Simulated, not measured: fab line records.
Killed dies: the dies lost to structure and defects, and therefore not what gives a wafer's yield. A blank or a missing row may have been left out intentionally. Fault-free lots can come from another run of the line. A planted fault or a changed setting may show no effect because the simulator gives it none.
fab line records || flow sky130
[record] {"lots": 5, "wafers": 15, "last-day": 50}
route steps=708 shown DNWELL@42 PWDE@45 NWELL@56
lots untouched by any fault: they come from a run of this same line in which no faults occurred
start-h: start of the lot's first displayed wafer, in hours after the record's first day || wait-h: how many hours have passed since the lot's step before this one || " repeats the value in the row above || L1.1+2: a single row standing in for several wafers || - no value present, or no start provided || * or withheld: withheld || < > ~ a bound
route shown NAME@n: a module of which the file shows steps, and the number in the route of the first || usual: mean and standard deviation over wafers with no fault || same: alike in all rows || chamber/n: place in a boat || sites: each site's reading || _std_site: the values' standard deviation || _edge_site: inner sites' mean taken away from outer sites' mean || radius-mm: how far each site lies from the wafer's centre || mask NAME#n: copy n || behind: tool/chamber where the wafer was last shaped || hold: the reason the lot was held/the length of the hold in hours/how it ended || device: the n, p or np transistor that did not switch || end of line: the route-end tests of the same wafers || a step without rows: its recipe alone || killed: the dies lost at the first sort to structure and to defects; this is not the yield of the wafer || map: a wafer's dies, x killed, . not, _ none there
set.NAME: the setting as run; set.NAME@STEP: as run at that earlier step || model.NAME: the simulator's own value behind a step, which no gauge read
certain route steps with their lots: each step a table, each wafer a row
services: a tool's chamber out of use, with start hour (start-h, from the record's first day; less than 0 if before it), hours out, and reason
[[steps]]
[step SKY_DNWELL_IMPLANT_07]
[recipe] {"species": "P", "energy-kev": "withheld", "dose-cm2": "withheld", "tilt-deg": "withheld"}
[step SKY_DNWELL_STRIP_08]
[recipe] {"chemistry": "O2/N2", "power-w": 1400, "pressure-mtorr": 1500, "platen-temp-c": "withheld", "o2-flow-sccm": 3000, "n2-flow-sccm": 300, "overash-fraction": 0.5}
[usual] {"drypump-motor-current-A": "5.27/0.26", "oes-product-au": "0.722/0.0043", "strip-time-to-endpoint-s": "36.91/0.11"}
[same] {"overash-fraction": 0.5}
{"lot.wafer": "L432.3", "tool": "plasma-asher-03", "chamber": 1, "start-h": 96.69, "wait-h": 0.1, "drypump-motor-current-A": 5.26, "oes-product-au": 0.719, "rf-hours-counter-h": "-", "strip-time-to-endpoint-s": 37.07}
{"lot.wafer": "L432.4", "tool": "plasma-asher-03", "chamber": 0, "start-h": 96.69, "wait-h": 0.1, "drypump-motor-current-A": 5.55, "oes-product-au": 0.723, "rf-hours-counter-h": "-", "strip-time-to-endpoint-s": 36.95}
{"lot.wafer": "L432.6", "tool": "plasma-asher-03", "chamber": 0, "start-h": 96.69, "wait-h": 0.1, "drypump-motor-current-A": 5.52, "oes-product-au": 0.718, "rf-hours-counter-h": "-", "strip-time-to-endpoint-s": 36.85}
{"lot.wafer": "L433.2", "tool": "plasma-asher-03", "chamber": 0, "start-h": 107.36, "wait-h": 0.1, "drypump-motor-current-A": 5.54, "oes-product-au": 0.717, "rf-hours-counter-h": 43, "strip-time-to-endpoint-s": 36.91}
{"lot.wafer": "L433.4", "tool": "plasma-asher-03", "chamber": 1, "start-h": 107.36, "wait-h": 0.1, "drypump-motor-current-A": 5.26, "oes-product-au": 0.724, "rf-hours-counter-h": "-", "strip-time-to-endpoint-s": 36.89}
{"lot.wafer": "L433.6", "tool": "plasma-asher-03", "chamber": 1, "start-h": 107.36, "wait-h": 0.1, "drypump-motor-current-A": 5.26, "oes-product-au": 0.723, "rf-hours-counter-h": "-", "strip-time-to-endpoint-s": 36.93}
{"lot.wafer": "L441.2", "tool": "plasma-asher-01", "chamber": 0, "start-h": 146.95, "wait-h": 0.1, "drypump-motor-current-A": 5.48, "oes-product-au": 0.716, "rf-hours-counter-h": 3, "strip-time-to-endpoint-s": 36.82}
{"lot.wafer": "L441.4", "tool": "plasma-asher-01", "chamber": 1, "start-h": 146.95, "wait-h": 0.1, "drypump-motor-current-A": 4.96, "oes-product-au": 0.731, "rf-hours-counter-h": "-", "strip-time-to-endpoint-s": 36.97}
{"lot.wafer": "L441.6", "tool": "plasma-asher-01", "chamber": 1, "start-h": 146.95, "wait-h": 0.1, "drypump-motor-current-A": 4.97, "oes-product-au": 0.718, "rf-hours-counter-h": "-", "strip-time-to-endpoint-s": 36.96}
{"lot.wafer": "L442.1", "tool": "plasma-asher-02", "chamber": 1, "start-h": 148.57, "wait-h": 0.1, "drypump-motor-current-A": 4.92, "oes-product-au": 0.717, "rf-hours-counter-h": 46, "strip-time-to-endpoint-s": 37.02}
{"lot.wafer": "L442.3", "tool": "plasma-asher-02", "chamber": 1, "start-h": 148.57, "wait-h": 0.1, "drypump-motor-current-A": 4.95, "oes-product-au": 0.716, "rf-hours-counter-h": "-", "strip-time-to-endpoint-s": 36.93}
{"lot.wafer": "L442.6", "tool": "plasma-asher-02", "chamber": 1, "start-h": 148.57, "wait-h": 0.1, "drypump-motor-current-A": 4.92, "oes-product-au": 0.722, "rf-hours-counter-h": "-", "strip-time-to-endpoint-s": 36.92}
{"lot.wafer": "L446.2", "tool": "plasma-asher-01", "chamber": 0, "start-h": 169.75, "wait-h": 0.1, "drypump-motor-current-A": 5.53, "oes-product-au": 0.722, "rf-hours-counter-h": 5, "strip-time-to-endpoint-s": 36.77}
{"lot.wafer": "L446.4", "tool": "plasma-asher-01", "chamber": 0, "start-h": 169.75, "wait-h": 0.1, "drypump-motor-current-A": 5.51, "oes-product-au": 0.723, "rf-hours-counter-h": "-", "strip-time-to-endpoint-s": 36.77}
{"lot.wafer": "L446.6", "tool": "plasma-asher-01", "chamber": 1, "start-h": 169.75, "wait-h": 0.1, "drypump-motor-current-A": 4.97, "oes-product-au": 0.718, "rf-hours-counter-h": "-", "strip-time-to-endpoint-s": 36.65}
[step SKY_DNWELL_TW_MEAS_09]
[usual] {"DNWELL_TW": "1113/9"}
{"lot.wafer": "L432.3", "tool": "film-metro-02", "chamber": "-", "start-h": 96.78, "wait-h": 0.1, "DNWELL_TW": 1119}
{"lot.wafer": "L432.4", "tool": "film-metro-02", "chamber": "-", "start-h": 96.78, "wait-h": 0.1, "DNWELL_TW": 1118}
{"lot.wafer": "L432.6", "tool": "film-metro-02", "chamber": "-", "start-h": 96.78, "wait-h": 0.1, "DNWELL_TW": 1112}
{"lot.wafer": "L433.2", "tool": "film-metro-04", "chamber": "-", "start-h": 107.47, "wait-h": 0.1, "DNWELL_TW": 1110}
{"lot.wafer": "L433.4", "tool": "film-metro-04", "chamber": "-", "start-h": 107.47, "wait-h": 0.1, "DNWELL_TW": 1117}
{"lot.wafer": "L433.6", "tool": "film-metro-04", "chamber": "-", "start-h": 107.47, "wait-h": 0.1, "DNWELL_TW": 1110}
{"lot.wafer": "L441.2", "tool": "film-metro-01", "chamber": "-", "start-h": 147.06, "wait-h": 0.1, "DNWELL_TW": 1104}
{"lot.wafer": "L441.4", "tool": "film-metro-01", "chamber": "-", "start-h": 147.06, "wait-h": 0.1, "DNWELL_TW": 1102}
{"lot.wafer": "L441.6", "tool": "film-metro-01", "chamber": "-", "start-h": 147.06, "wait-h": 0.1, "DNWELL_TW": 1104}
{"lot.wafer": "L442.1", "tool": "film-metro-01", "chamber": "-", "start-h": 148.67, "wait-h": 0.1, "DNWELL_TW": 1113}
{"lot.wafer": "L442.3", "tool": "film-metro-01", "chamber": "-", "start-h": 148.67, "wait-h": 0.1, "DNWELL_TW": 1112}
{"lot.wafer": "L442.6", "tool": "film-metro-01", "chamber": "-", "start-h": 148.67, "wait-h": 0.1, "DNWELL_TW": 1111}
{"lot.wafer": "L446.2", "tool": "film-metro-02", "chamber": "-", "start-h": 169.86, "wait-h": 0.1, "DNWELL_TW": 1136}
{"lot.wafer": "L446.4", "tool": "film-metro-02", "chamber": "-", "start-h": 169.86, "wait-h": 0.1, "DNWELL_TW": 1131}
{"lot.wafer": "L446.6", "tool": "film-metro-02", "chamber": "-", "start-h": 169.86, "wait-h": 0.1, "DNWELL_TW": 1133}
[step SKY_PWDE_DEHYDRATE_00]
[recipe] {"temp-c": 200, "time-s": 60}
[step SKY_PWDE_HMDS_01]
[recipe] {"prime-time-s": 60, "prime-temp-c": 120}
[step SKY_PWDE_COAT_02]
[recipe] {"spin-rpm": 2038, "resist-thk-nm": 3000}
[step SKY_PWDE_SOFTBAKE_03]
[recipe] {"temp-c": 110, "time-s": "withheld"}
[step SKY_PWDE_EXPOSE_04]
[recipe] {"mask-id": "PWDEM", "na": 0.6, "source-shape": "conventional", "sigma-outer": 0.6, "polarization": "unpolarized", "target-cd-nm": 840, "dose-mj": 214}
[step SKY_PWDE_PEB_05]
[recipe] {"temp-c": 115, "time-s": "withheld"}
[step SKY_PWDE_DEVELOP_06]
[recipe] {"wall-angle-deg": 90, "developer": "TMAH", "develop-time-s": 60, "dev-temp-c": 23}
[step SKY_PWDE_OVL_MEAS_07]
[usual] {"PWDE_OVL": "-0.4/1.2"}
{"lot.wafer": "L432.3", "tool": "overlay-01", "chamber": "-", "start-h": 114.10, "wait-h": "-", "PWDE_OVL[nm]": 0.0}
{"lot.wafer": "L432.4", "tool": "overlay-01", "chamber": "-", "start-h": 114.10, "wait-h": "-", "PWDE_OVL[nm]": -2.1}
{"lot.wafer": "L432.6", "tool": "overlay-01", "chamber": "-", "start-h": 114.10, "wait-h": "-", "PWDE_OVL[nm]": -1.6}
{"lot.wafer": "L433.2", "tool": "overlay-02", "chamber": "-", "start-h": 126.37, "wait-h": "-", "PWDE_OVL[nm]": -3.4}
{"lot.wafer": "L433.4", "tool": "overlay-02", "chamber": "-", "start-h": 126.37, "wait-h": "-", "PWDE_OVL[nm]": -1.7}
{"lot.wafer": "L433.6", "tool": "overlay-02", "chamber": "-", "start-h": 126.37, "wait-h": "-", "PWDE_OVL[nm]": -1.2}
{"lot.wafer": "L441.2", "tool": "overlay-01", "chamber": "-", "start-h": 167.02, "wait-h": "-", "PWDE_OVL[nm]": 0.9}
{"lot.wafer": "L441.4", "tool": "overlay-01", "chamber": "-", "start-h": 167.02, "wait-h": "-", "PWDE_OVL[nm]": 1.6}
{"lot.wafer": "L441.6", "tool": "overlay-01", "chamber": "-", "start-h": 167.02, "wait-h": "-", "PWDE_OVL[nm]": -0.5}
{"lot.wafer": "L442.1", "tool": "overlay-01", "chamber": "-", "start-h": 169.14, "wait-h": "-", "PWDE_OVL[nm]": 1.1}
{"lot.wafer": "L442.3", "tool": "overlay-01", "chamber": "-", "start-h": 169.14, "wait-h": "-", "PWDE_OVL[nm]": -0.8}
{"lot.wafer": "L442.6", "tool": "overlay-01", "chamber": "-", "start-h": 169.14, "wait-h": "-", "PWDE_OVL[nm]": -0.4}
{"lot.wafer": "L446.2", "tool": "overlay-01", "chamber": "-", "start-h": 190.52, "wait-h": "-", "PWDE_OVL[nm]": 1.8}
{"lot.wafer": "L446.4", "tool": "overlay-01", "chamber": "-", "start-h": 190.52, "wait-h": "-", "PWDE_OVL[nm]": 1.3}
{"lot.wafer": "L446.6", "tool": "overlay-01", "chamber": "-", "start-h": 190.52, "wait-h": "-", "PWDE_OVL[nm]": 0.2}
[step SKY_PWDE_IMPLANT_08]
[recipe] {"species": "B", "energy-kev": 150, "dose-cm2": 3.6e+12, "tilt-deg": "withheld"}
[step SKY_PWDE_STRIP_09]
[recipe] {"chemistry": "O2/N2", "power-w": 1400, "pressure-mtorr": 1500, "platen-temp-c": "withheld", "o2-flow-sccm": 3000, "n2-flow-sccm": 300, "overash-fraction": 0.5}
[usual] {"drypump-motor-current-A": "5.5/0.44", "oes-product-au": "0.722/0.0045", "strip-time-to-endpoint-s": "36.57/0.12"}
[same] {"overash-fraction": 0.5}
{"lot.wafer": "L432.3", "tool": "plasma-asher-02", "chamber": 1, "start-h": 114.31, "wait-h": 0.1, "drypump-motor-current-A": 4.9, "oes-product-au": 0.925, "rf-hours-counter-h": "-", "strip-time-to-endpoint-s": "-", "model.coat_of_PWDE_COAT_02.thk-nm": 1637}
{"lot.wafer": "L432.4", "tool": "plasma-asher-02", "chamber": 0, "start-h": 114.31, "wait-h": 0.1, "drypump-motor-current-A": 5.5, "oes-product-au": 0.927, "rf-hours-counter-h": "-", "strip-time-to-endpoint-s": "-", "model.coat_of_PWDE_COAT_02.thk-nm": 1635}
{"lot.wafer": "L432.6", "tool": "plasma-asher-02", "chamber": 1, "start-h": 114.31, "wait-h": 0.1, "drypump-motor-current-A": 4.9, "oes-product-au": 0.931, "rf-hours-counter-h": "-", "strip-time-to-endpoint-s": "-", "model.coat_of_PWDE_COAT_02.thk-nm": 1637}
{"lot.wafer": "L433.2", "tool": "plasma-asher-04", "chamber": 0, "start-h": 126.55, "wait-h": 0.1, "drypump-motor-current-A": 5.9, "oes-product-au": 0.725, "rf-hours-counter-h": 31, "strip-time-to-endpoint-s": 36.57, "model.coat_of_PWDE_COAT_02.thk-nm": 0}
{"lot.wafer": "L433.4", "tool": "plasma-asher-04", "chamber": 1, "start-h": 126.55, "wait-h": 0.1, "drypump-motor-current-A": 6.2, "oes-product-au": 0.722, "rf-hours-counter-h": "-", "strip-time-to-endpoint-s": 36.66, "model.coat_of_PWDE_COAT_02.thk-nm": 0}
{"lot.wafer": "L433.6", "tool": "plasma-asher-04", "chamber": 1, "start-h": 126.55, "wait-h": 0.1, "drypump-motor-current-A": 6.2, "oes-product-au": 0.720, "rf-hours-counter-h": "-", "strip-time-to-endpoint-s": 36.63, "model.coat_of_PWDE_COAT_02.thk-nm": 0}
{"lot.wafer": "L441.2", "tool": "plasma-asher-04", "chamber": 1, "start-h": 167.20, "wait-h": 0.1, "drypump-motor-current-A": 6.2, "oes-product-au": 0.723, "rf-hours-counter-h": 35, "strip-time-to-endpoint-s": 36.61, "model.coat_of_PWDE_COAT_02.thk-nm": 0}
{"lot.wafer": "L441.4", "tool": "plasma-asher-04", "chamber": 1, "start-h": 167.20, "wait-h": 0.1, "drypump-motor-current-A": 6.2, "oes-product-au": 0.724, "rf-hours-counter-h": "-", "strip-time-to-endpoint-s": 36.73, "model.coat_of_PWDE_COAT_02.thk-nm": 0}
{"lot.wafer": "L441.6", "tool": "plasma-asher-04", "chamber": 0, "start-h": 167.20, "wait-h": 0.1, "drypump-motor-current-A": 5.8, "oes-product-au": 0.728, "rf-hours-counter-h": "-", "strip-time-to-endpoint-s": 36.72, "model.coat_of_PWDE_COAT_02.thk-nm": 0}
{"lot.wafer": "L442.1", "tool": "plasma-asher-02", "chamber": 1, "start-h": 169.32, "wait-h": 0.1, "drypump-motor-current-A": 4.9, "oes-product-au": 0.724, "rf-hours-counter-h": 48, "strip-time-to-endpoint-s": 36.26, "model.coat_of_PWDE_COAT_02.thk-nm": 0}
{"lot.wafer": "L442.3", "tool": "plasma-asher-02", "chamber": 0, "start-h": 169.32, "wait-h": 0.1, "drypump-motor-current-A": 5.5, "oes-product-au": 0.732, "rf-hours-counter-h": "-", "strip-time-to-endpoint-s": 36.31, "model.coat_of_PWDE_COAT_02.thk-nm": 0}
{"lot.wafer": "L442.6", "tool": "plasma-asher-02", "chamber": 1, "start-h": 169.32, "wait-h": 0.1, "drypump-motor-current-A": 5.0, "oes-product-au": 0.724, "rf-hours-counter-h": "-", "strip-time-to-endpoint-s": 36.44, "model.coat_of_PWDE_COAT_02.thk-nm": 0}
{"lot.wafer": "L446.2", "tool": "plasma-asher-01", "chamber": 0, "start-h": 190.70, "wait-h": 0.1, "drypump-motor-current-A": 5.6, "oes-product-au": 0.721, "rf-hours-counter-h": 7, "strip-time-to-endpoint-s": 36.56, "model.coat_of_PWDE_COAT_02.thk-nm": 0}
{"lot.wafer": "L446.4", "tool": "plasma-asher-01", "chamber": 1, "start-h": 190.70, "wait-h": 0.1, "drypump-motor-current-A": 5.0, "oes-product-au": 0.724, "rf-hours-counter-h": "-", "strip-time-to-endpoint-s": 36.64, "model.coat_of_PWDE_COAT_02.thk-nm": 0}
{"lot.wafer": "L446.6", "tool": "plasma-asher-01", "chamber": 0, "start-h": 190.70, "wait-h": 0.1, "drypump-motor-current-A": 5.5, "oes-product-au": 0.721, "rf-hours-counter-h": "-", "strip-time-to-endpoint-s": 36.59, "model.coat_of_PWDE_COAT_02.thk-nm": 0}
[step SKY_PWDE_TW_MEAS_10]
[usual] {"PWDE_TW": "372.6/2.8"}
{"lot.wafer": "L432.3", "tool": "film-metro-01", "chamber": "-", "start-h": 114.39, "wait-h": 0.1, "PWDE_TW": 369.7}
{"lot.wafer": "L432.4", "tool": "film-metro-01", "chamber": "-", "start-h": 114.39, "wait-h": 0.1, "PWDE_TW": 370.2}
{"lot.wafer": "L432.6", "tool": "film-metro-01", "chamber": "-", "start-h": 114.39, "wait-h": 0.1, "PWDE_TW": 369.3}
{"lot.wafer": "L433.2", "tool": "film-metro-02", "chamber": "-", "start-h": 126.66, "wait-h": 0.1, "PWDE_TW": 377.6}
{"lot.wafer": "L433.4", "tool": "film-metro-02", "chamber": "-", "start-h": 126.66, "wait-h": 0.1, "PWDE_TW": 379.4}
{"lot.wafer": "L433.6", "tool": "film-metro-02", "chamber": "-", "start-h": 126.66, "wait-h": 0.1, "PWDE_TW": 378.8}
{"lot.wafer": "L441.2", "tool": "film-metro-01", "chamber": "-", "start-h": 167.31, "wait-h": 0.1, "PWDE_TW": 372.3}
{"lot.wafer": "L441.4", "tool": "film-metro-01", "chamber": "-", "start-h": 167.31, "wait-h": 0.1, "PWDE_TW": 373.2}
{"lot.wafer": "L441.6", "tool": "film-metro-01", "chamber": "-", "start-h": 167.31, "wait-h": 0.1, "PWDE_TW": 373.5}
{"lot.wafer": "L442.1", "tool": "film-metro-04", "chamber": "-", "start-h": 169.42, "wait-h": 0.1, "PWDE_TW": 369.7}
{"lot.wafer": "L442.3", "tool": "film-metro-04", "chamber": "-", "start-h": 169.42, "wait-h": 0.1, "PWDE_TW": 371.5}
{"lot.wafer": "L442.6", "tool": "film-metro-04", "chamber": "-", "start-h": 169.42, "wait-h": 0.1, "PWDE_TW": 372.8}
{"lot.wafer": "L446.2", "tool": "film-metro-01", "chamber": "-", "start-h": 190.81, "wait-h": 0.1, "PWDE_TW": 372.0}
{"lot.wafer": "L446.4", "tool": "film-metro-01", "chamber": "-", "start-h": 190.81, "wait-h": 0.1, "PWDE_TW": 369.7}
{"lot.wafer": "L446.6", "tool": "film-metro-01", "chamber": "-", "start-h": 190.81, "wait-h": 0.1, "PWDE_TW": 370.4}
[step SKY_NWELL_DEHYDRATE_03]
[recipe] {"temp-c": 200, "time-s": 60}
[step SKY_NWELL_HMDS_04]
[recipe] {"prime-time-s": 60, "prime-temp-c": 120}
[step SKY_NWELL_COAT_05]
[recipe] {"spin-rpm": 2000, "resist-thk-nm": 3000}
[step SKY_NWELL_SOFTBAKE_06]
[recipe] {"temp-c": 110, "time-s": "withheld"}
[step SKY_NWELL_EXPOSE_07]
[recipe] {"mask-id": "NWM", "na": 0.6, "source-shape": "conventional", "sigma-outer": 0.6, "polarization": "unpolarized", "target-cd-nm": 840, "dose-mj": 255}
[step SKY_NWELL_PEB_08]
[recipe] {"temp-c": 115, "time-s": "withheld"}
[step SKY_NWELL_DEVELOP_09]
[recipe] {"wall-angle-deg": 90, "developer": "TMAH", "develop-time-s": 60, "dev-temp-c": 23}
[step SKY_NWELL_OVL_MEAS_10]
[usual] {"NWELL_00_OVL": "0.3/1.6"}
{"lot.wafer": "L432.3", "tool": "overlay-01", "chamber": "-", "start-h": 133.10, "wait-h": "-", "NWELL_00_OVL[nm]": 0.8}
{"lot.wafer": "L432.4", "tool": "overlay-01", "chamber": "-", "start-h": 133.10, "wait-h": "-", "NWELL_00_OVL[nm]": -0.3}
{"lot.wafer": "L432.6", "tool": "overlay-01", "chamber": "-", "start-h": 133.10, "wait-h": "-", "NWELL_00_OVL[nm]": 0.4}
{"lot.wafer": "L433.2", "tool": "overlay-01", "chamber": "-", "start-h": 145.51, "wait-h": "-", "NWELL_00_OVL[nm]": -0.2}
{"lot.wafer": "L433.4", "tool": "overlay-01", "chamber": "-", "start-h": 145.51, "wait-h": "-", "NWELL_00_OVL[nm]": -1.0}
{"lot.wafer": "L433.6", "tool": "overlay-01", "chamber": "-", "start-h": 145.51, "wait-h": "-", "NWELL_00_OVL[nm]": 0.0}
{"lot.wafer": "L441.2", "tool": "overlay-01", "chamber": "-", "start-h": 186.87, "wait-h": "-", "NWELL_00_OVL[nm]": -1.5}
{"lot.wafer": "L441.4", "tool": "overlay-01", "chamber": "-", "start-h": 186.87, "wait-h": "-", "NWELL_00_OVL[nm]": -1.2}
{"lot.wafer": "L441.6", "tool": "overlay-01", "chamber": "-", "start-h": 186.87, "wait-h": "-", "NWELL_00_OVL[nm]": -1.0}
{"lot.wafer": "L442.1", "tool": "overlay-02", "chamber": "-", "start-h": 190.05, "wait-h": "-", "NWELL_00_OVL[nm]": 0.3}
{"lot.wafer": "L442.3", "tool": "overlay-02", "chamber": "-", "start-h": 190.05, "wait-h": "-", "NWELL_00_OVL[nm]": -0.2}
{"lot.wafer": "L442.6", "tool": "overlay-02", "chamber": "-", "start-h": 190.05, "wait-h": "-", "NWELL_00_OVL[nm]": -0.3}
{"lot.wafer": "L446.2", "tool": "overlay-02", "chamber": "-", "start-h": 211.91, "wait-h": "-", "NWELL_00_OVL[nm]": 3.3}
{"lot.wafer": "L446.4", "tool": "overlay-02", "chamber": "-", "start-h": 211.91, "wait-h": "-", "NWELL_00_OVL[nm]": 1.6}
{"lot.wafer": "L446.6", "tool": "overlay-02", "chamber": "-", "start-h": 211.91, "wait-h": "-", "NWELL_00_OVL[nm]": 3.7}
[step SKY_NWELL_IMPLANT_11]
[recipe] {"species": "P", "energy-kev": 400, "dose-cm2": 1.9e+13, "tilt-deg": "withheld"}
[step SKY_NWELL_IMPLANT_12]
[recipe] {"species": "P", "energy-kev": 120, "dose-cm2": 1.3e+12, "tilt-deg": "withheld"}
[step SKY_NWELL_IMPLANT_13]
[recipe] {"species": "P", "energy-kev": 50, "dose-cm2": 7e+11, "tilt-deg": "withheld"}
[step SKY_NWELL_STRIP_14]
[recipe] {"chemistry": "O2/N2", "power-w": 1400, "pressure-mtorr": 1500, "platen-temp-c": "withheld", "o2-flow-sccm": 3000, "n2-flow-sccm": 300, "overash-fraction": 0.5}
[usual] {"drypump-motor-current-A": "5.6/0.41", "oes-product-au": "0.722/0.0047", "strip-time-to-endpoint-s": "36.90/0.11"}
[same] {"overash-fraction": 0.5}
{"lot.wafer": "L432.3", "tool": "plasma-asher-04", "chamber": 1, "start-h": 133.61, "wait-h": 0.1, "drypump-motor-current-A": 6.2, "oes-product-au": 0.735, "rf-hours-counter-h": "-", "strip-time-to-endpoint-s": 60.94}
{"lot.wafer": "L432.4", "tool": "plasma-asher-04", "chamber": 0, "start-h": 133.61, "wait-h": 0.1, "drypump-motor-current-A": 5.8, "oes-product-au": 0.730, "rf-hours-counter-h": "-", "strip-time-to-endpoint-s": 60.95}
{"lot.wafer": "L432.6", "tool": "plasma-asher-04", "chamber": 1, "start-h": 133.61, "wait-h": 0.1, "drypump-motor-current-A": 6.2, "oes-product-au": 0.732, "rf-hours-counter-h": "-", "strip-time-to-endpoint-s": 61.06}
{"lot.wafer": "L433.2", "tool": "plasma-asher-03", "chamber": 1, "start-h": 145.99, "wait-h": 0.1, "drypump-motor-current-A": 5.3, "oes-product-au": 0.718, "rf-hours-counter-h": 47, "strip-time-to-endpoint-s": 36.83}
{"lot.wafer": "L433.4", "tool": "plasma-asher-03", "chamber": 0, "start-h": 145.99, "wait-h": 0.1, "drypump-motor-current-A": 5.5, "oes-product-au": 0.726, "rf-hours-counter-h": "-", "strip-time-to-endpoint-s": 36.80}
{"lot.wafer": "L433.6", "tool": "plasma-asher-03", "chamber": 0, "start-h": 145.99, "wait-h": 0.1, "drypump-motor-current-A": 5.6, "oes-product-au": 0.713, "rf-hours-counter-h": "-", "strip-time-to-endpoint-s": 36.85}
{"lot.wafer": "L441.2", "tool": "plasma-asher-01", "chamber": 0, "start-h": 187.35, "wait-h": 0.1, "drypump-motor-current-A": 5.5, "oes-product-au": 0.723, "rf-hours-counter-h": 7, "strip-time-to-endpoint-s": 36.81}
{"lot.wafer": "L441.4", "tool": "plasma-asher-01", "chamber": 1, "start-h": 187.35, "wait-h": 0.1, "drypump-motor-current-A": 5.0, "oes-product-au": 0.714, "rf-hours-counter-h": "-", "strip-time-to-endpoint-s": 36.90}
{"lot.wafer": "L441.6", "tool": "plasma-asher-01", "chamber": 0, "start-h": 187.35, "wait-h": 0.1, "drypump-motor-current-A": 5.5, "oes-product-au": 0.731, "rf-hours-counter-h": "-", "strip-time-to-endpoint-s": 36.84}
{"lot.wafer": "L442.1", "tool": "plasma-asher-03", "chamber": 0, "start-h": 190.54, "wait-h": 0.1, "drypump-motor-current-A": 5.5, "oes-product-au": 0.726, "rf-hours-counter-h": 51, "strip-time-to-endpoint-s": 36.69}
{"lot.wafer": "L442.3", "tool": "plasma-asher-03", "chamber": 1, "start-h": 190.54, "wait-h": 0.1, "drypump-motor-current-A": 5.3, "oes-product-au": 0.726, "rf-hours-counter-h": "-", "strip-time-to-endpoint-s": 36.71}
{"lot.wafer": "L442.6", "tool": "plasma-asher-03", "chamber": 1, "start-h": 190.54, "wait-h": 0.1, "drypump-motor-current-A": 5.3, "oes-product-au": 0.720, "rf-hours-counter-h": "-", "strip-time-to-endpoint-s": 36.81}
{"lot.wafer": "L446.2", "tool": "plasma-asher-04", "chamber": 1, "start-h": 212.39, "wait-h": 0.1, "drypump-motor-current-A": 6.2, "oes-product-au": 0.720, "rf-hours-counter-h": 39, "strip-time-to-endpoint-s": 36.86}
{"lot.wafer": "L446.4", "tool": "plasma-asher-04", "chamber": 0, "start-h": 212.39, "wait-h": 0.1, "drypump-motor-current-A": 5.9, "oes-product-au": 0.717, "rf-hours-counter-h": "-", "strip-time-to-endpoint-s": 36.93}
{"lot.wafer": "L446.6", "tool": "plasma-asher-04", "chamber": 1, "start-h": 212.39, "wait-h": 0.1, "drypump-motor-current-A": 6.2, "oes-product-au": 0.717, "rf-hours-counter-h": "-", "strip-time-to-endpoint-s": 36.86}
[step SKY_NWELL_TW_MEAS_15]
[usual] {"NWELL_TW": "1823/18"}
{"lot.wafer": "L432.3", "tool": "film-metro-02", "chamber": "-", "start-h": 133.69, "wait-h": 0.1, "NWELL_TW": 30}
{"lot.wafer": "L432.4", "tool": "film-metro-02", "chamber": "-", "start-h": 133.69, "wait-h": 0.1, "NWELL_TW": 30}
{"lot.wafer": "L432.6", "tool": "film-metro-02", "chamber": "-", "start-h": 133.69, "wait-h": 0.1, "NWELL_TW": 30}
{"lot.wafer": "L433.2", "tool": "film-metro-02", "chamber": "-", "start-h": 146.10, "wait-h": 0.1, "NWELL_TW": 1844}
{"lot.wafer": "L433.4", "tool": "film-metro-02", "chamber": "-", "start-h": 146.10, "wait-h": 0.1, "NWELL_TW": 1828}
{"lot.wafer": "L433.6", "tool": "film-metro-02", "chamber": "-", "start-h": 146.10, "wait-h": 0.1, "NWELL_TW": 1825}
{"lot.wafer": "L441.2", "tool": "film-metro-04", "chamber": "-", "start-h": 187.46, "wait-h": 0.1, "NWELL_TW": 1813}
{"lot.wafer": "L441.4", "tool": "film-metro-04", "chamber": "-", "start-h": 187.46, "wait-h": 0.1, "NWELL_TW": 1814}
{"lot.wafer": "L441.6", "tool": "film-metro-04", "chamber": "-", "start-h": 187.46, "wait-h": 0.1, "NWELL_TW": 1809}
{"lot.wafer": "L442.1", "tool": "film-metro-02", "chamber": "-", "start-h": 190.64, "wait-h": 0.1, "NWELL_TW": 1861}
{"lot.wafer": "L442.3", "tool": "film-metro-02", "chamber": "-", "start-h": 190.64, "wait-h": 0.1, "NWELL_TW": 1860}
{"lot.wafer": "L442.6", "tool": "film-metro-02", "chamber": "-", "start-h": 190.64, "wait-h": 0.1, "NWELL_TW": 1851}
{"lot.wafer": "L446.2", "tool": "film-metro-01", "chamber": "-", "start-h": 212.50, "wait-h": 0.1, "NWELL_TW": 1822}
{"lot.wafer": "L446.4", "tool": "film-metro-01", "chamber": "-", "start-h": 212.50, "wait-h": 0.1, "NWELL_TW": 1829}
{"lot.wafer": "L446.6", "tool": "film-metro-01", "chamber": "-", "start-h": 212.50, "wait-h": 0.1, "NWELL_TW": 1824}
[step SKY_NWELL_DEHYDRATE_16]
[recipe] {"temp-c": 200, "time-s": 60}
[[services]]
{"tool": "plasma-asher-01", "chamber": "-", "start-h": 108.75, "hours": 9.0, "kind": "pm"}
{"tool": "plasma-asher-01", "chamber": 0, "start-h": 108.75, "hours": 9.0, "kind": "vent-cycle"}
{"tool": "plasma-asher-01", "chamber": 1, "start-h": 108.75, "hours": 9.0, "kind": "vent-cycle"}
{"tool": "plasma-asher-01", "chamber": 0, "start-h": 117.75, "hours": "-", "kind": "clean"}
{"tool": "plasma-asher-01", "chamber": 1, "start-h": 117.75, "hours": "-", "kind": "clean"}
{"tool": "plasma-asher-04", "chamber": "-", "start-h": 122.35, "hours": 0.3, "kind": "repair"}
{"tool": "plasma-asher-04", "chamber": "-", "start-h": 137.19, "hours": 0.7, "kind": "repair"}
{"tool": "plasma-asher-04", "chamber": "-", "start-h": 196.44, "hours": 2.8, "kind": "pm"}
[[key]]
[first-sign] {"step": "SKY_PWDE_STRIP_09", "reading": "oes-product-au", "direction": "up", "sigmas": 45, "usual": 0.722, "struck": 0.928}
[effect] {"step": "SKY_NWELL_STRIP_14", "reading": "strip-time-to-endpoint-s", "direction": "up", "sigmas": "99+", "usual": "*", "struck": "*"}
[effect] {"step": "SKY_NWELL_TW_MEAS_15", "reading": "NWELL_TW", "direction": "down", "sigmas": "99+", "usual": 1823, "struck": 30}
[model-effect] {"step": "SKY_PWDE_STRIP_09", "value": "coat_of_PWDE_COAT_02.thk-nm", "without": 0, "struck": 1636}
met-at SKY_PWDE_STRIP_09
struck-wafers L432.3,L432.4,L432.6
sort-left-out L432.3,L432.4,L432.6
tester-left-out L432
[fault] {"kind": "strip-aborted", "tool": "plasma-asher-02", "chamber": "-", "onset-h": 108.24, "steps": "SKY_PWDE_STRIP_09", "offset": 0.77636, "end-h": 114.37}
// tester-left-out: of these lots the tester's yield and bins aren't shown, on N5 and GAA mostly nor the transistor test; their killed dies are dies lost to structure and defects alone, not to doping, threshold or leakage, so they don't give the yield
// sort-left-out: the simulated sort isn't trusted on such a fault, so these wafers' sort isn't shown, and their yield isn't known
